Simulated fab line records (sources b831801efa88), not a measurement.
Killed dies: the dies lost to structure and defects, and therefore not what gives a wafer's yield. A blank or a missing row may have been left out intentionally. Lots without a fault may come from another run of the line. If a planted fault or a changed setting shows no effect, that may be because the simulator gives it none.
fab line records | flow sfq_line
[record] lots = 6 | wafers = 18 | last_day = 91
route steps=325 shown M6@252
lots untouched by any fault: they come from a run of this same line in which no faults occurred
start_h: hours from the record's opening day to when the first of the lot's shown wafers began | wait_h: hours since the lot's step before | " as in the row above | L1.1+2: one row covering several wafers at once | - value missing, or start not given | * or withheld: withheld | < > ~ a bound
route shown NAME@n: NAME is a module with steps in the file, n the number in the route of the first one | usual: mean and standard deviation over wafers with no fault | same: alike in all rows | chamber/n: place in a boat | sites: each site's reading | _std_site: standard deviation across them | _edge_site: outer sites' mean less inner sites' | radius_mm: for every site, how far away it sits from the centre of the wafer | mask NAME#n: copy n | behind: the most recent tool/chamber to have shaped the wafer | hold: why the lot was held/for how many hours/how that ended | device: transistor that didn't switch, given as n, p or np | end of line: tests run on the same wafers once the route is complete | a step with no rows: only its recipe | killed: the dies lost at the first sort to structure and to defects; this is not the yield of the wafer | map: the dies of a wafer, with x for killed, . for not killed, _ for no die there
set.NAME: the run value of the setting; set.NAME@STEP: its run value at that earlier step | model.NAME: the simulator's own value behind a step, which no gauge read
lots at selected steps of the route; one table per step, one row per wafer
services: from which hour (start_h, from the record's first day; less than 0 if before it) a tool's chamber was out of use, for how many hours, and why
[[steps]]
[step SFQ_TRILAYER_M6_DEP_SPUTTER_157]
[recipe] material = Nb | base_pressure_pa = 1.33e-06 | chamber_pressure_pa = 0.1333 | substrate_temp_c = 20 | target_thk_nm = 200 | power_w = 2000 | time_s = 133.3
[usual] throttle_valve_pct = 30.1/0.96
lot.wafer | tool           | chamber | start_h | wait_h | throttle_valve_pct
L582.1    | pvd_sputter-05 | -       | 1575.24 | 0.0    | 30.5
L582.2    | "              | -       | "       | "      | 30.4
L582.5    | "              | -       | "       | "      | 30.3
L589.1    | pvd_sputter-06 | -       | 1621.47 | 0.0    | 28.8
L589.2    | "              | -       | "       | "      | 29.6
L589.3    | "              | -       | "       | "      | 30.3
L595.1    | pvd_sputter-06 | -       | 1684.00 | 0.0    | 29.4
L595.4    | "              | -       | "       | "      | 28.1
L595.5    | "              | -       | "       | "      | 30.3
L597.1    | pvd_sputter-05 | -       | 1706.64 | 0.0    | 30.3
L597.2    | "              | -       | "       | "      | 30.4
L597.4    | "              | -       | "       | "      | 30.3
L599.1    | pvd_sputter-05 | -       | 1733.64 | 0.0    | 30.3
L599.2    | "              | -       | "       | "      | 30.7
L599.5    | "              | -       | "       | "      | 30.1
L604.4    | pvd_sputter-06 | -       | 1767.54 | 0.0    | 28.9
L604.5    | "              | -       | "       | "      | 30.4
L604.6    | "              | -       | "       | "      | 28.7
[step SFQ_M6_RS_MEAS_938]
[recipe] thk_meas_gauge = four-point-probe | reads = Nb_of_TRILAYER_M6_DEP_SPUTTER_157
[usual] M6_NB_RS = 0.887/0.0072
lot.wafer | tool          | chamber | start_h | wait_h | M6_NB_RS[ohm/sq]
L582.1    | film_metro-02 | -       | 1575.33 | 0.0    | 0.891
L582.2    | "             | -       | "       | "      | 0.891
L582.5    | "             | -       | "       | "      | 0.887
L589.1    | film_metro-03 | -       | 1621.56 | 0.0    | 0.874
L589.2    | "             | -       | "       | "      | 0.875
L589.3    | "             | -       | "       | "      | 0.882
L595.1    | film_metro-01 | -       | 1684.09 | 0.0    | 0.887
L595.4    | "             | -       | "       | "      | 0.884
L595.5    | "             | -       | "       | "      | 0.886
L597.1    | film_metro-02 | -       | 1706.74 | 0.0    | 0.895
L597.2    | "             | -       | "       | "      | 0.882
L597.4    | "             | -       | "       | "      | 0.887
L599.1    | film_metro-01 | -       | 1733.74 | 0.0    | 0.893
L599.2    | "             | -       | "       | "      | 0.895
L599.5    | "             | -       | "       | "      | 0.899
L604.4    | film_metro-01 | -       | 1767.70 | 0.1    | 0.869
L604.5    | "             | -       | "       | "      | 0.868
L604.6    | "             | -       | "       | "      | 0.877
[step SFQ_TRILAYER_M6_LITHO_COAT_164]
[recipe] resist = BARC | spin_rpm = 3000 | resist_thk_nm = 62
[step SFQ_TRILAYER_M6_LITHO_COAT_159]
[recipe] resist = KrF | spin_rpm = 3000 | resist_thk_nm = 600
[step SFQ_TRILAYER_M6_LITHO_SOFTBAKE_163]
[recipe] temp_c = withheld | time_s = withheld | resist = KrF
[step SFQ_TRILAYER_M6_LITHO_EXPOSE_160]
[recipe] mask_id = M6 | na = 0.6 | source_shape = conventional | sigma_outer = 0.65 | target_cd_nm = 500 | dose_mj = 14.29
[step SFQ_TRILAYER_M6_LITHO_PEB_162]
[recipe] peb_temp_c = 115 | peb_time_s = 60 | resist = KrF
[step SFQ_TRILAYER_M6_LITHO_DEVELOP_161]
[recipe] time_s = 60 | resist = KrF
[step SFQ_M6_OVL_MEAS_940]
[usual] M6_OVL = 2/4.7
lot.wafer | tool       | chamber | start_h | wait_h | M6_OVL[nm]
L582.1    | overlay-02 | -       | 1686.67 | 0.1    | 7
L582.2    | "          | -       | "       | "      | 10
L582.5    | "          | -       | "       | "      | 9
L589.1    | overlay-01 | -       | 1731.52 | 0.1    | -2
L589.2    | "          | -       | "       | "      | 1
L589.3    | "          | -       | "       | "      | 2
L595.1    | overlay-01 | -       | 1790.12 | 0.1    | -11
L595.4    | "          | -       | "       | "      | 1
L595.5    | "          | -       | "       | "      | -3
L597.1    | overlay-02 | -       | 1814.12 | 0.1    | 4
L597.2    | "          | -       | "       | "      | -1
L597.4    | "          | -       | "       | "      | 3
L599.1    | overlay-02 | -       | 1839.32 | 0.1    | -2
L599.2    | "          | -       | "       | "      | -1
L599.5    | "          | -       | "       | "      | -2
L604.4    | overlay-02 | -       | 1873.21 | 0.1    | 1
L604.5    | "          | -       | "       | "      | 2
L604.6    | "          | -       | "       | "      | 2
[step SFQ_TRILAYER_M6_BARC_OPEN_METAL_ETCH_206]
[recipe] mask_material = PR | chemistry = O2 | target_depth_nm = 125 | target = BARC | icp_w = 587 | bias_w = 80 | pressure_mtorr = 10 | time_s = 41.7
[usual] drypump_motor_current_A = 6.05/0.3 | oes_product_au = 0.685/0.0041
lot.wafer | tool         | chamber | start_h | wait_h | drypump_motor_current_A | oes_product_au | rf_hours_counter_h
L582.1    | rie_metal-01 | 0       | 1686.71 | 0.0    | 6.44                    | 0.682          | 47
L582.2    | "            | 0       | "       | "      | 6.44                    | 0.682          | -
L582.5    | "            | 0       | "       | "      | 6.42                    | 0.687          | -
L589.1    | rie_metal-03 | 0       | 1731.55 | 0.0    | 6.08                    | 0.683          | 129
L589.2    | "            | 1       | "       | "      | 6.01                    | 0.698          | 74
L589.3    | "            | 0       | "       | "      | 6.08                    | 0.686          | -
L595.1    | rie_metal-03 | 0       | 1790.15 | 0.0    | 6.10                    | 0.687          | 135
L595.4    | "            | 0       | "       | "      | 6.12                    | 0.683          | -
L595.5    | "            | 1       | "       | "      | 6.00                    | 0.689          | -
L597.1    | rie_metal-03 | 0       | 1814.15 | 0.0    | 6.11                    | 0.692          | 139
L597.2    | "            | 1       | "       | "      | 6.00                    | 0.684          | 83
L597.4    | "            | 0       | "       | "      | 6.11                    | 0.685          | -
L599.1    | rie_metal-02 | 0       | 1839.35 | 0.0    | 6.30                    | 0.689          | 50
L599.2    | "            | 1       | "       | "      | 5.44                    | 0.684          | 54
L599.5    | "            | 1       | "       | "      | 5.44                    | 0.684          | -
L604.4    | rie_metal-02 | 1       | 1873.25 | 0.0    | 5.41                    | 0.686          | -
L604.5    | "            | 1       | "       | "      | 5.44                    | 0.689          | -
L604.6    | "            | 0       | "       | "      | 6.29                    | 0.689          | -
[step SFQ_TRILAYER_M6_ETCH_METAL_ETCH_162]
[recipe] target = Nb | stop_on = SiO2 | mask_material = PR | chemistry = Cl2/Ar | target_depth_nm = 240 | icp_w = 600 | bias_w = 80 | pressure_mtorr = 10 | time_s = 120
[usual] drypump_motor_current_A = 6.1/0.3 | oes_product_au = 0.896/0.0057
lot.wafer | tool         | chamber | start_h | wait_h | drypump_motor_current_A | oes_product_au | rf_hours_counter_h
L582.1    | rie_metal-01 | 0       | 1686.83 | 0.1    | 6.5                     | 0.891          | 47
L582.2    | "            | 0       | "       | "      | 6.5                     | 0.895          | -
L582.5    | "            | 0       | "       | "      | 6.5                     | 0.893          | -
L589.1    | rie_metal-03 | 0       | 1731.61 | 0.0    | 6.1                     | 0.903          | 129
L589.2    | "            | 1       | "       | "      | 6.0                     | 0.901          | 74
L589.3    | "            | 0       | "       | "      | 6.1                     | 0.898          | -
L595.1    | rie_metal-03 | 0       | 1790.23 | 0.1    | 6.1                     | 0.895          | 135
L595.4    | "            | 0       | "       | "      | 6.1                     | 0.899          | -
L595.5    | "            | 1       | "       | "      | 6.0                     | 0.890          | -
L597.1    | rie_metal-03 | 0       | 1814.21 | 0.0    | 6.1                     | 0.893          | 139
L597.2    | "            | 1       | "       | "      | 6.0                     | 0.891          | 83
L597.4    | "            | 0       | "       | "      | 6.1                     | 0.885          | -
L599.1    | rie_metal-02 | 0       | 1839.41 | 0.0    | 6.3                     | 0.894          | 50
L599.2    | "            | 1       | "       | "      | 5.5                     | 0.895          | 54
L599.5    | "            | 1       | "       | "      | 5.4                     | 0.886          | -
L604.4    | rie_metal-02 | 1       | 1873.33 | 0.1    | 5.4                     | 0.902          | -
L604.5    | "            | 1       | "       | "      | 5.4                     | 0.898          | -
L604.6    | "            | 0       | "       | "      | 6.3                     | 0.908          | -
[step SFQ_TRILAYER_M6_STRIP_STRIP_163]
[recipe] gas = O2 | power_w = 200 | platen_temp_c = 40 | overash_fraction = 0.65 | chemistry = O2 | pressure_mtorr = 50
[usual] drypump_motor_current_A = 6.06/0.3 | oes_product_au = 1.000/0.0071 | overash_fraction = 0.65/0
lot.wafer | tool         | chamber | start_h | wait_h | drypump_motor_current_A | oes_product_au | overash_fraction | rf_hours_counter_h
L582.1    | rie_metal-01 | 0       | 1687.08 | 0.2    | 6.43                    | 0.987          | 0.65             | 47
L582.2    | "            | 0       | "       | "      | 6.41                    | 0.998          | 0.65             | -
L582.5    | "            | 0       | "       | "      | 6.46                    | 1.000          | 0.65             | -
L589.1    | rie_metal-03 | 0       | 1731.74 | 0.1    | 6.11                    | 1.007          | 0.65             | 130
L589.2    | "            | 1       | "       | "      | 6.01                    | 0.998          | 0.65             | 74
L589.3    | "            | 0       | "       | "      | 6.08                    | 1.011          | 0.65             | -
L595.1    | rie_metal-03 | 0       | 1790.40 | 0.1    | 6.07                    | 1.011          | 0.91             | 135
L595.4    | "            | 0       | "       | "      | 6.12                    | 1.012          | 0.91             | -
L595.5    | "            | 1       | "       | "      | 5.99                    | 1.002          | 0.65             | -
L597.1    | rie_metal-03 | 0       | 1814.34 | 0.1    | 6.10                    | 1.004          | 0.91             | 139
L597.2    | "            | 1       | "       | "      | 6.01                    | 1.003          | 0.65             | 83
L597.4    | "            | 0       | "       | "      | 6.10                    | 1.007          | 0.91             | -
L599.1    | rie_metal-02 | 0       | 1839.54 | 0.1    | 6.30                    | 0.994          | 0.65             | 50
L599.2    | "            | 1       | "       | "      | 5.45                    | 0.997          | 0.65             | 55
L599.5    | "            | 1       | "       | "      | 5.44                    | 0.998          | 0.65             | -
L604.4    | rie_metal-02 | 1       | 1873.62 | 0.2    | 5.44                    | 1.012          | 0.65             | -
L604.5    | "            | 1       | "       | "      | 5.44                    | 0.999          | 0.65             | -
L604.6    | "            | 0       | "       | "      | 6.28                    | 1.003          | 0.65             | -
[step SFQ_TRILAYER_M6_STRIP_SOLV_CLEAN_164]
[recipe] chemistry = NMP | temp_c = 70 | time_s = 600
[[services]]
tool           | chamber | start_h | hours | kind
rie_metal-02   | -       | 1660.30 | 4.0   | pm
rie_metal-03   | -       | 1677.87 | 1.1   | repair
rie_metal-01   | 1       | 1681.01 | -     | clean
rie_metal-01   | 1       | 1681.01 | -     | consumable_replace:focus_ring
rie_metal-01   | 1       | 1681.01 | 18.2  | scheduled_down
rie_metal-01   | 1       | 1681.01 | 18.2  | vent_cycle
rie_metal-03   | 0       | 1702.70 | 10.2  | repair
rie_metal-03   | -       | 1745.96 | 0.5   | repair
pvd_sputter-06 | -       | 1822.56 | 0.9   | repair
rie_metal-03   | 0       | 1823.76 | -     | clean
rie_metal-03   | 0       | 1823.76 | -     | consumable_replace:focus_ring
rie_metal-03   | 0       | 1823.76 | 20.4  | scheduled_down
rie_metal-03   | 0       | 1823.76 | 20.4  | vent_cycle
pvd_sputter-05 | -       | 1837.01 | 0.8   | repair
pvd_sputter-05 | -       | 1839.70 | 2.4   | repair
rie_metal-02   | -       | 1860.15 | 0.3   | repair
pvd_sputter-06 | -       | 1863.94 | 1.7   | repair
rie_metal-03   | 0       | 1864.57 | 4.3   | repair
pvd_sputter-06 | -       | 1872.46 | 6.0   | repair
[[key]]
[first_sign] step = SFQ_TRILAYER_M6_STRIP_STRIP_163 | reading = overash_fraction | direction = up | sigmas = 99+ | usual = 0.65 | struck = 0.91
effect none on later readings
met_at SFQ_TRILAYER_M6_STRIP_STRIP_163
struck_wafers L595.1,L595.4,L597.1,L597.4
onset_between 1731.74 1790.40
[fault] kind = process_parameter_drift | tool = rie_metal-03 | chamber = 0 | onset_h = 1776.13 | steps = SFQ_TRILAYER_M6_STRIP_STRIP_163 | channel = overash_fraction | offset = 0.26 | shape = step | end_h = 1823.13 | acts_in = these_recipes_only | stated = 0.65
